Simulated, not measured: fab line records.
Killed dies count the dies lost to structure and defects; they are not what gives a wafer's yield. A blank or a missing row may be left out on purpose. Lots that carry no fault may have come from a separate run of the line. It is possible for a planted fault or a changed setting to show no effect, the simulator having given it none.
Struck lot and sound lot, side by side -- flow gf180mcu -- 18 out of 602 route steps
Sound: these wafers, L996.1, L996.2, L996.4. Struck: wafers L997.1, L997.3 (left out: L997.2, a lot-mate that was not struck); the cause follows at the end.
Each step with rows lists, per side, the tool, then ch with its chambers, then its first start. Under that, the readings that differ: sound wafers -- struck wafers -- difference of the means -- sigmas: that difference in standard deviations of wafers without a fault.
alike: same words and numbers on both sides, and readings whose means sit less than 2 such deviations apart. not compared: any withheld reading, any reading some wafer has no value for, any bound like >300 that may hide the same value, and any number with overlapping values for which the record gives no deviation.
A row with sigmas, a row that says differs or no value, or rows on one side alone: a step with any of these is where the two part. Numbers that have no deviation but don't overlap get no sigmas and don't part them. A reading missing from all wafers of one side parts the sides only when that side holds two or more wafers.

first, 3 steps without rows for these wafers: GF_V2_EXPOSE_11 (exposes mask Via2, target cd 260 nm); GF_V2_PEB_12 (peb time 90 s); GF_V2_DEVELOP_13 (develop time 60 s).
GF_V2_CD_MEAS_14: the cd target is 260 nm.
  struck on cd sem-02, day 22 16:42; sound on cd sem-01, day 22 06:43
  alike: cd nm
GF_V2_OVL_MEAS_15:
  struck on overlay-02, day 22 16:49; sound on overlay-02, day 22 06:50
  alike: V2_OVL
GF_V2_ETCH_16: etches BARC in N2/H2.
  sound on rie diel-02 ch 0,2,3, day 22 06:52; struck on rie diel-03 ch 0,3, day 22 16:52
  alike: drypump motor current A, oes product au, throttle valve pct
GF_V2_ETCH_17: etches SiO2 in C4F8/O2/Ar, stops on TiN, target depth 630 nm.
  sound: rie diel-02 ch 0,2,3; struck: rie diel-03 ch 0,3
  alike: oes product au
GF_V2_STRIP_18: strips in O2/N2.
  sound on plasma asher-01 ch 0,1, day 22 06:59; struck on plasma asher-04 ch 0,1, day 22 16:59
  alike: drypump motor current A, heater power w, oes product au
  not compared: rf hours counter h
then, 2 steps without rows for these wafers: GF_V2_STRIP_19 (strips in post etch residue remover, time 1200 s); GF_V2_CLEAN_20 (cleans in DIW).
GF_V2_SPUTTER_21: material Ti, target thk 15 nm, time 80.02 s.
  struck on pvd sputter-02, day 22 17:31; sound on pvd sputter-02, day 22 07:32
  alike: throttle valve pct
GF_V2_SPUTTER_22: material TiN, target thk 10 nm, time 40 s.
  struck on pvd sputter-02, day 22 17:35; sound on pvd sputter-02, day 22 07:36
  alike: throttle valve pct
GF_V2_CVD_23: deposits W, target thk 350 nm, time 104.94 s.
  sound on cvd w-01 ch 0,1, day 22 07:38; struck on cvd w-02 ch 0, day 22 17:37
reading,sound,struck,difference,sigmas
model.W_of_V2_CVD_23.thk nm (nm),354.9 364.3 370.4,408.8 406.8,+44.6,
  alike: heater power w
GF_V2_RS_MEAS_24: uses a four-point probe to measure.
  struck on film metro-02, day 22 17:49; sound on film metro-04, day 22 07:45
reading,sound,struck,difference,sigmas
V2_W_RS (ohm/sq),0.323 0.315 0.310,0.280 0.281,-0.035,-8
GF_V2_THK_MEAS_25: measures by xrf.
  struck on film metro-02, day 22 17:56; sound on film metro-04, day 22 07:52
reading,sound,struck,difference,sigmas
V2_W_THK (nm),361 368 374,427 423,+57,+8
GF_V2_CMP_26: polishes, stops on SiO2, t overpolish 15 s, target thk 0 nm.
  sound on cmp-02 ch 0,1,2, day 22 07:59; struck on cmp-02 ch 2,3, day 22 18:00
reading,sound,struck,difference,sigmas
time to endpoint s (s),87 93 93,101 96,+8,+2
  alike: edge zone pressure frac, motor current A, platen rpm, retaining ring pressure frac, slurry filter dp kPa
then, 2 steps without rows for these wafers: GF_M3_SPUTTER_00 (material Ti, target thk 37.5 nm, time 150 s); GF_PASSIVATION_PROBE_99.

## WHERE THEY PART
Last at GF_V2_CMP_26 as far as this record goes, first at GF_V2_RS_MEAS_24.

WHY: whatever the simulator had introduced
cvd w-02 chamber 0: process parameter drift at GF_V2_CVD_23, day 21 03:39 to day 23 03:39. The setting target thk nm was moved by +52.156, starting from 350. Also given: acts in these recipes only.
